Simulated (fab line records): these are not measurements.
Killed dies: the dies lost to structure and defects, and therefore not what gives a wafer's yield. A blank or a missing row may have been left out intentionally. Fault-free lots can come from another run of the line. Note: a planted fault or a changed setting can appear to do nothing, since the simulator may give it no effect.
A single fault, viewed from 2 desks -- flow sky130 -- what lay behind the numbers comes last; until then each desk has only its own

## FROM THE METROLOGY DESK
Lot by lot, what the gauges showed, no matter which tool ran the lot: averages of those sampled wafers that carry a number. A lot is out of limits, marked OUT, if its mean lies more than 4 standard deviations from the usual mean; the brackets give that distance.
Columns: A = cd_nm at SKY_CONTACT_CD_MEAS_14, usual 169.6 nm
lot,first seen here,A
L676,day 33 08:38,169.8
L678,day 33 12:32,169.5
L677,day 33 15:41,170.3
L683,day 35 15:31,168.0
L685,day 35 21:51,170.7
L688,day 37 16:37,170.8
L690,day 38 11:12,168.6
L691,day 38 15:33,165.7
L692,day 38 21:24,168.5
L693,day 39 00:27,173.1
L695,day 39 03:39,167.7
L694,day 39 06:58,172.0
L696,day 39 10:14,171.8
Result from this desk: across the 13 lots, nothing is out of limits.

## THE TOOL OWNER'S DESK: cmp-02
The tool's own readings at SKY_CONTACT_CMP_04 (polishes SiO2): means of the sampled wafers that have a number, for each lot that ran on this tool. A lot is out of limits, marked OUT, if its mean lies more than 4 standard deviations from the usual mean; the brackets give that distance.
Columns: A = head_pressure_psi at SKY_CONTACT_CMP_04, usual 4.002 psi; B = motor_current_A at SKY_CONTACT_CMP_04, usual 12.2 A; C = slurry_flow_ml_min at SKY_CONTACT_CMP_04, usual 150.0; D = time_to_endpoint_s at SKY_CONTACT_CMP_04, usual 83 s
lot,first seen here,A,B,C,D
L676,day 32 05:10,3.993,10.7,150.0,84
L677,day 32 12:26,4.000,11.8,149.7,85
L683,day 34 12:42,3.510 (-52) OUT,10.4,149.9,99
L685,day 34 18:50,3.499 (-53) OUT,10.9,149.9,98
L691,day 37 13:17,4.010,11.4,149.8,89
L695,day 38 02:02,4.020,12.1,149.8,91
L694,day 38 05:28,4.002,12.1,150.4,87
This desk's verdict: out of limits on L683, L685, starting with L683 at day 34 12:42 (head_pressure_psi at SKY_CONTACT_CMP_04). In limits: L676, L677, L691, L695, L694.

## PUT TOGETHER
On L683, L685, at day 34 12:42, an alarm was possible from the tool owner's desk.
Nothing out of limits was seen by the metrology desk.
The metrology desk holds a record of L683, L685, inside its limits.
The lots listed all ran SKY_CONTACT_CMP_04 on cmp-02.

## WHAT THE SIMULATOR HAD INSERTED
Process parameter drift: cmp-02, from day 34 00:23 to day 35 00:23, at SKY_CONTACT_CMP_04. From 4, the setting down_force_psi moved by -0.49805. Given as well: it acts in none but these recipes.
Shown lots that were struck: L683, L685.
Each desk's first reading out of limits, in hours after the fault started: the tool owner's desk, 12.
